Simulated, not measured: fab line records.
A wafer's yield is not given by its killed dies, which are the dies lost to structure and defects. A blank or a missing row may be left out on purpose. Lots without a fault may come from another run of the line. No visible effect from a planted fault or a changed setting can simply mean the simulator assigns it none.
fab line records | flow sky130
record: lots: 12 wafers: 36 last_day: 50
route steps=708 shown VT_ADJUST_LVTN@104 VT_ADJUST_HVTR@138 SONOS_ONO@170 GATE_OXIDE@197 PAD_OPEN@708
lots that met no fault: taken from a fault-free run of the same line
start_h: hours from the record's opening day to when the first of the lot's shown wafers began | wait_h: how many hours have passed since the lot's step before this one | " repeats the value in the row above | L1.1+2: a row that stands for several wafers | - value missing, or start not given | * or withheld: withheld | < > ~ a bound
route shown NAME@n: names a module that has steps shown in the file, with the first one's number in the route | usual: the fault-free wafers' mean and standard deviation | same: alike in all rows | chamber/n: place in a boat | sites: readings site by site | _std_site: standard deviation of those values | _edge_site: mean of outer sites minus mean of inner sites | radius_mm: for every site, how far away it sits from the centre of the wafer | mask NAME#n: copy n | behind: the tool/chamber that last shaped the wafer | hold: the reason the lot was held/the length of the hold in hours/how it ended | device: the n, p or np transistor that did not switch | end of line: the tests these same wafers got at the end of their route | step lacking rows: just its recipe | killed: count of dies lost to structure and defects at first sort (not the wafer's yield) | map: a wafer's dies, marking killed ones x, the rest . and places with no die _
set.NAME: setting as actually run; set.NAME@STEP: the setting as run at that earlier step | model.NAME: the simulator's own value behind a step, which no gauge read
one table for each step of the route and one row for each wafer, over a sample of lots
services: the hour from which a tool's chamber was out of use, counted from the record's first day as start_h (under 0 if before that day), plus the number of hours and why
== steps ==
step: SKY_VT_ADJUST_LVTN_OVL_MEAS_07
usual: VT_ADJUST_LVTN_OVL: 0.6/1.5
columns lot.wafer tool chamber start_h wait_h VT_ADJUST_LVTN_OVL[nm]
L692.2 overlay-01 - 138.99 - 1.0
L692.3 " - " " -1.5
L692.6 " - " " -0.3
L693.1 overlay-02 - 144.78 - 1.2
L693.3 " - " " 1.2
L693.4 " - " " 1.1
L695.3 overlay-01 - 157.20 - -1.8
L695.4 " - " " -3.6
L695.6 " - " " -3.0
L696.1 overlay-02 - 166.23 - -1.5
L696.4 " - " " 0.1
L696.5 " - " " -0.1
L697.1 overlay-01 - 177.83 - 0.5
L697.2 " - " " 0.3
L697.4 " - " " 0.0
L699.1 overlay-01 - 193.88 - -0.8
L699.4 " - " " 1.6
L699.5 " - " " -1.4
L707.3 overlay-01 - 237.80 - 0.6
L707.4 " - " " -0.9
L707.6 " - " " 1.8
L708.2 overlay-02 - 245.29 - 1.5
L708.3 " - " " 1.1
L708.6 " - " " 1.6
L711.2 overlay-01 - 265.34 - 1.0
L711.3 " - " " -0.7
L711.5 " - " " -0.3
L712.1 overlay-02 - 275.93 - 1.6
L712.2 " - " " 1.8
L712.6 " - " " -0.7
L713.2 overlay-02 - 277.54 - -0.7
L713.3 " - " " 1.5
L713.6 " - " " -1.5
L715.2 overlay-01 - 291.74 - -1.8
L715.3 " - " " -1.8
L715.4 " - " " -1.2
step: SKY_VT_ADJUST_HVTR_CD_MEAS_07
recipe: target_cd_nm: 380
usual: cd_nm: 381.2/2.4
columns lot.wafer tool chamber start_h wait_h cd_nm
L692.2 cd_sem-01 - 199.51 0.1 380.8
L692.3 " - " " 383.7
L692.6 " - " " 382.5
L693.1 cd_sem-02 - 207.18 0.1 381.7
L693.3 " - " " 382.3
L693.4 " - " " 384.5
L695.3 cd_sem-01 - 220.37 0.1 379.0
L695.4 " - " " 380.1
L695.6 " - " " 380.2
L696.1 cd_sem-02 - 231.73 0.1 380.7
L696.4 " - " " 381.6
L696.5 " - " " 380.6
L697.1 cd_sem-01 - 243.78 0.1 379.8
L697.2 " - " " 380.2
L697.4 " - " " 380.6
L699.1 cd_sem-02 - 260.54 0.1 381.7
L699.4 " - " " 380.6
L699.5 " - " " 381.4
L707.3 cd_sem-01 - 308.87 0.1 382.2
L707.4 " - " " 382.9
L707.6 " - " " 384.3
L708.2 cd_sem-01 - 317.46 0.1 379.6
L708.3 " - " " 379.9
L708.6 " - " " 379.0
L711.2 cd_sem-02 - 341.25 0.1 376.9
L711.3 " - " " 377.8
L711.5 " - " " 379.6
L712.1 cd_sem-01 - 354.23 0.1 381.8
L712.2 " - " " 383.9
L712.6 " - " " 383.3
L713.2 cd_sem-02 - 355.75 0.1 384.5
L713.3 " - " " 381.9
L713.6 " - " " 384.0
L715.2 cd_sem-02 - 371.96 0.1 382.3
L715.3 " - " " 383.0
L715.4 " - " " 385.3
step: SKY_SONOS_ONO_CVD_02
recipe: material: Si3N4 precursor: DCS/NH3 target_thk_nm: 10.5 temp_c: 770 time_s: 180 pressure_mtorr: 250
usual: pressure_mtorr: 250.0/0.58 spike_tc_bottom_C: 787/3 spike_tc_centre_C: 771.4/1.2 zone_power_centre_pct: 14.29/0.15 zone_power_lower_pct: 12.16/0.18 zone_power_upper_pct: 13.23/0.25
columns lot.wafer tool chamber start_h wait_h pressure_mtorr spike_tc_bottom_C spike_tc_centre_C zone_power_centre_pct zone_power_lower_pct zone_power_upper_pct
L692.2 lpcvd-02 0 250.29 0.5 249.8 786 773.9 14.40 12.36 13.20
L692.3 " 0 " " 249.9 786 773.8 14.40 12.08 13.05
L692.6 " 0 " " 248.9 785 771.9 14.51 12.16 13.01
L693.1 lpcvd-02 0 261.52 0.5 250.8 785 772.1 14.51 12.36 12.99
L693.3 " 0 " " 250.6 785 773.4 14.40 12.31 13.33
L693.4 " 0 " " 249.6 784 772.3 14.18 12.37 13.20
L695.3 lpcvd-02 0 275.80 2.0 249.7 783 773.4 14.33 12.36 13.17
L695.4 " 0 " " 250.0 785 771.6 14.17 12.32 13.03
L695.6 " 0 " " 250.1 785 772.0 14.52 12.35 12.94
L696.1 lpcvd-02 1 282.20 0.3 250.1 790 771.4 14.44 12.03 13.37
L696.4 " 1 " " 250.4 790 769.4 14.29 12.14 13.66
L696.5 " 1 " " 250.5 790 770.7 14.53 12.03 13.29
L697.1 lpcvd-02 0 295.88 1.4 250.9 786 791.2 19.32 9.94 10.36
L697.2 " 0 " " 250.3 785 789.7 19.40 9.95 10.53
L697.4 " 0 " " 250.8 785 789.0 19.39 10.02 10.31
L699.1 lpcvd-02 0 312.93 0.1 249.7 784 791.3 19.49 9.87 10.49
L699.4 " 0 " " 250.1 786 790.5 19.53 9.86 10.54
L699.5 " 0 " " 249.8 783 789.1 19.25 9.89 10.50
L707.3 lpcvd-02 1 365.97 0.0 250.3 791 769.0 13.94 11.74 13.28
L707.4 " 1 " " 249.3 790 770.7 14.32 12.03 13.45
L707.6 " 1 " " 250.1 790 770.5 13.94 11.84 13.61
L708.2 lpcvd-02 0 375.40 1.2 249.5 785 772.7 14.50 12.55 12.95
L708.3 " 0 " " 249.1 782 771.8 14.42 12.38 13.09
L708.6 " 0 " " 249.2 785 772.8 14.29 12.36 12.82
L711.2 lpcvd-02 1 401.79 1.0 250.2 792 769.3 13.88 12.03 13.47
L711.3 " 1 " " 251.0 787 771.2 14.25 12.15 13.44
L711.5 " 1 " " 250.6 790 770.2 14.27 12.00 13.63
L712.1 lpcvd-02 0 414.68 0.8 248.9 786 772.5 14.56 12.25 12.95
L712.2 " 0 " " 249.0 786 771.5 14.07 12.32 13.13
L712.6 " 0 " " 249.2 785 771.8 14.33 12.35 13.03
L713.2 lpcvd-02 1 418.17 0.0 250.2 790 770.7 14.11 11.96 13.76
L713.3 " 1 " " 249.9 790 768.8 14.28 12.02 13.27
L713.6 " 1 " " 250.5 791 770.6 14.28 12.03 13.55
L715.2 lpcvd-02 1 434.72 0.0 248.5 789 768.9 14.04 11.98 13.52
L715.3 " 1 " " 249.0 791 770.9 14.32 12.13 13.63
L715.4 " 1 " " 248.9 789 770.0 13.98 11.94 13.45
step: SKY_SONOS_ONO_THK_MEAS_03
recipe: reads: Si3N4_of_SONOS_ONO_CVD_02
usual: SONOS_ONO_CVD_02_THK: 10.56/0.14
columns lot.wafer tool chamber start_h wait_h SONOS_ONO_CVD_02_THK[nm]
L692.2 film_metro-02 - 251.36 0.0 10.53
L692.3 " - " " 10.66
L692.6 " - " " 10.58
L693.1 film_metro-03 - 262.57 0.0 10.56
L693.3 " - " " 10.67
L693.4 " - " " 10.66
L695.3 film_metro-03 - 276.87 0.0 10.45
L695.4 " - " " 10.43
L695.6 " - " " 10.44
L696.1 film_metro-01 - 283.25 0.0 10.50
L696.4 " - " " 10.37
L696.5 " - " " 10.53
L697.1 film_metro-01 - 296.93 0.0 11.89
L697.2 " - " " 12.17
L697.4 " - " " 12.25
L699.1 film_metro-02 - 313.98 0.0 11.69
L699.4 " - " " 10.99
L699.5 " - " " 10.86
L707.3 film_metro-03 - 367.04 0.0 10.77
L707.4 " - " " 10.77
L707.6 " - " " 10.65
L708.2 film_metro-01 - 376.46 0.0 10.74
L708.3 " - " " 10.71
L708.6 " - " " 10.71
L711.2 film_metro-02 - 402.85 0.0 10.54
L711.3 " - " " 10.66
L711.5 " - " " 10.52
L712.1 film_metro-02 - 415.73 0.0 10.68
L712.2 " - " " 10.67
L712.6 " - " " 10.56
L713.2 film_metro-02 - 419.23 0.0 10.61
L713.3 " - " " 10.59
L713.6 " - " " 10.59
L715.2 film_metro-01 - 435.78 0.0 10.88
L715.3 " - " " 10.73
L715.4 " - " " 10.81
step: SKY_GATE_OXIDE_OVL_MEAS_10
usual: GATE_OXIDE_OVL: -1.0/1.3
columns lot.wafer tool chamber start_h wait_h GATE_OXIDE_OVL[nm]
L692.2 overlay-02 - 305.74 0.1 -3.6
L692.3 " - " " -2.3
L692.6 " - " " -1.7
L693.1 overlay-01 - 314.49 0.1 -2.0
L693.3 " - " " 0.6
L693.4 " - " " 1.7
L695.3 overlay-02 - 330.55 0.1 -0.5
L695.4 " - " " 0.2
L695.6 " - " " -0.4
L696.1 overlay-01 - 340.63 0.1 0.1
L696.4 " - " " 0.3
L696.5 " - " " 0.9
L697.1 overlay-02 - 352.23 0.1 -0.9
L697.2 " - " " 0.8
L697.4 " - " " 0.4
L699.1 overlay-01 - 388.58 0.1 -0.1
L699.4 " - " " -0.8
L699.5 " - " " -0.6
L707.3 overlay-01 - 429.90 0.1 -0.8
L707.4 " - " " -0.6
L707.6 " - " " -1.7
L708.2 overlay-02 - 438.14 0.1 -1.6
L708.3 " - " " -0.4
L708.6 " - " " -0.4
L711.2 overlay-01 - 467.29 0.1 -1.0
L711.3 " - " " -0.8
L711.5 " - " " -0.2
L712.1 overlay-01 - 480.13 0.1 -0.4
L712.2 " - " " -1.5
L712.6 " - " " -0.7
L713.2 overlay-02 - 483.19 0.1 -0.5
L713.3 " - " " -2.9
L713.6 " - " " -0.4
L715.2 overlay-01 - 502.04 0.1 -1.7
L715.3 " - " " 0.6
L715.4 " - " " -2.0
step: SKY_PAD_OPEN_PROBE_99
usual: killed_at_M0_to_M3: 44/6.6 killed_at_M4_up: 2.9/1.8 killed_at_contacts: 24/4.8 killed_at_front_end: 15/4.5 killed_at_other: 0.3/0.64 killed_dies: 86/8.7 killed_on_rim: 17/3.8 killed_open: 47/6.5 killed_short: 39/5.8
same: gross_dies: 492 killed_at_back_side: 0
columns lot.wafer tool chamber start_h wait_h killed_at_M0_to_M3 killed_at_M4_up killed_at_contacts killed_at_front_end killed_at_other killed_dies killed_on_rim killed_open killed_short
L699.1 prober-01 - 1137.72 0.1 34 2 38 20 0 94 16 51 43
L699.4 prober-01 - 1137.87 0.2 47 1 24 16 2 90 21 47 41
L699.5 prober-01 - 1137.92 0.2 46 6 19 17 0 88 19 52 36
L707.3 prober-02 - 1159.67 0.2 35 0 27 14 0 76 14 41 35
L707.4 prober-02 - 1159.72 0.2 44 2 23 13 1 83 17 48 35
L707.6 prober-02 - 1159.82 0.2 52 4 26 11 0 93 16 52 41
L708.2 prober-01 - 1159.95 0.1 29 4 25 22 0 80 21 44 36
L708.3 prober-01 - 1160.00 0.2 44 0 28 7 0 79 14 46 33
L708.6 prober-01 - 1160.15 0.2 45 1 15 13 0 74 10 39 35
killed by level:class
L699.1 CONTACT:geometric_particle:open=10 CONTACT:geometric_particle:short=10 FIELD_ISO:geometric_particle:open=8 LI_CONTACT:geometric_particle:open=8 VIA1:geometric_particle:open=7 FIELD_ISO:geometric_particle:short=6 LOCAL_INTERCONNECT:geometric_particle:short=6 METAL1:geometric_particle:short=6
L699.4 VIA1:geometric_particle:open=9 VIA3:geometric_particle:open=8 VIA2:geometric_particle:open=8 LI_CONTACT:geometric_particle:open=7 CONTACT:geometric_particle:open=7 VIA1:geometric_particle:short=7 FIELD_ISO:geometric_particle:open=6 VIA3:geometric_particle:short=6
L699.5 VIA1:geometric_particle:open=8 VIA2:geometric_particle:open=8 VIA3:geometric_particle:open=8 POLY_GATE:geometric_particle:open=6 FIELD_ISO:geometric_particle:open=5 POLY_GATE:geometric_particle:short=5 CONTACT:geometric_particle:open=5 METAL1:geometric_particle:short=5
L707.3 LI_CONTACT:geometric_particle:open=8 CONTACT:geometric_particle:open=7 VIA2:geometric_particle:open=6 METAL1:geometric_particle:short=5 VIA1:geometric_particle:open=5 FIELD_ISO:geometric_particle:open=4 LI_CONTACT:geometric_particle:short=4 FIELD_ISO:geometric_particle:short=3
L707.4 VIA1:geometric_particle:open=15 CONTACT:geometric_particle:open=10 LI_CONTACT:geometric_particle:short=7 METAL2:geometric_particle:short=7 VIA1:geometric_particle:short=4 METAL2:geometric_particle:open=4 VIA2:geometric_particle:open=4 FIELD_ISO:geometric_particle:open=3
L707.6 VIA1:geometric_particle:open=14 LI_CONTACT:geometric_particle:open=9 VIA3:geometric_particle:open=9 CONTACT:geometric_particle:open=6 VIA1:geometric_particle:short=6 VIA2:geometric_particle:open=6 POLY_GATE:geometric_particle:short=5 LOCAL_INTERCONNECT:geometric_particle:short=4
L708.2 CONTACT:geometric_particle:open=12 METAL1:geometric_particle:short=9 VIA2:geometric_particle:open=7 FIELD_ISO:geometric_particle:open=6 VIA1:geometric_particle:open=6 FIELD_ISO:geometric_particle:short=4 LOCAL_INTERCONNECT:geometric_particle:short=4 POLY_GATE:geometric_particle:short=3
L708.3 METAL1:geometric_particle:short=9 LI_CONTACT:geometric_particle:open=8 CONTACT:geometric_particle:open=8 VIA1:geometric_particle:open=8 VIA3:geometric_particle:open=7 VIA1:geometric_particle:short=5 LI_CONTACT:geometric_particle:short=4 LOCAL_INTERCONNECT:geometric_particle:open=4
L708.6 VIA1:geometric_particle:open=13 CONTACT:geometric_particle:open=8 METAL2:geometric_particle:short=8 METAL1:geometric_particle:short=7 FIELD_ISO:geometric_particle:open=6 VIA2:geometric_particle:open=6 VIA1:geometric_particle:short=4 POLY_GATE:geometric_particle:short=3
== services ==
columns tool chamber start_h hours kind
lpcvd-02 - 256.53 0.8 pm
lpcvd-02 - 304.59 2.5 repair
== key ==
first_sign: step: SKY_SONOS_ONO_CVD_02 reading: zone_power_centre_pct direction: up sigmas: 35 usual: 14.29 struck: 19.40
effect: step: SKY_SONOS_ONO_CVD_02 reading: spike_tc_centre_C direction: up sigmas: 16 usual: 771.4 struck: 790.1
effect: step: SKY_SONOS_ONO_THK_MEAS_03 reading: SONOS_ONO_CVD_02_THK direction: up sigmas: 7.9 usual: 10.56 struck: 11.64
met_at SKY_SONOS_ONO_CVD_02
struck_lots L697,L699
struck_wafers L697.1,L697.2,L697.4,L699.1,L699.4,L699.5
tester_left_out L697,L699
not_acting_at SKY_VT_ADJUST_LVTN_OVL_MEAS_07,SKY_VT_ADJUST_HVTR_CD_MEAS_07,SKY_GATE_OXIDE_OVL_MEAS_10
onset_between 275.80 295.88
fault: kind: process_parameter_drift tool: lpcvd-02 chamber: 0 onset_h: 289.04 steps: SKY_SONOS_ONO_CVD_02 channel: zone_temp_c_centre offset: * shape: step end_h: 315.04
tester_left_out: of these lots the tester's yield and bins aren't shown, on N5 and GAA mostly nor the transistor test; their killed dies are dies lost to structure and defects alone, not to doping, threshold or leakage, so they don't give the yield
